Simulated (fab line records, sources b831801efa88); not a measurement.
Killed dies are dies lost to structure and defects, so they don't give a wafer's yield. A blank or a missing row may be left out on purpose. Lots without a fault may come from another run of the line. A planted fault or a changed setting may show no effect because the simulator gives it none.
Which tool did it? | flow gf180mcu | 6 lots, 18 wafers sampled, at 1 step of a route of 602

WHAT THE GAUGES READ, wafer by wafer
GF_STI_THK_MEAS_02.
lot  | measured    | on            | STI_OXIDATION_THK (nm)
L304 | day 1 18:40 | film_metro-03 | 9.71 9.65 9.59
L308 | day 2 12:54 | film_metro-04 | 9.94 10.10 10.03
L318 | day 4 14:36 | film_metro-03 | 9.59 9.50 9.55
L321 | day 5 06:17 | film_metro-04 | 10.03 9.82 10.13
L324 | day 5 21:16 | film_metro-01 | 9.62 9.64 9.79
L326 | day 6 10:43 | film_metro-01 | 10.11 10.17 10.08

WHICH TOOL RAN EACH LOT (tool, then ch and the chambers of the sampled wafers, then the start)
The record holds no process step before these readings.

THE ANSWER, worked out from the rows above alone
Rule: what is usual is taken from the lots themselves. Put in order of their means at a reading, lots are off if they are a third of the lots or fewer, leave a main group of 4 or more, and stand apart from it by a gap of 3 or more times the standard deviation of the main group's means; of several such gaps the widest counts. A main group whose means are all the same, to the digits that the tables above print for the reading, isn't used. A lot without any number at a reading at which 4 lots or more have one is off too. The other lots that the step has rows for count as sound.
No lot is off at any reading shown: from this, nothing can be told.

WHAT THE SIMULATOR HAD PUT IN
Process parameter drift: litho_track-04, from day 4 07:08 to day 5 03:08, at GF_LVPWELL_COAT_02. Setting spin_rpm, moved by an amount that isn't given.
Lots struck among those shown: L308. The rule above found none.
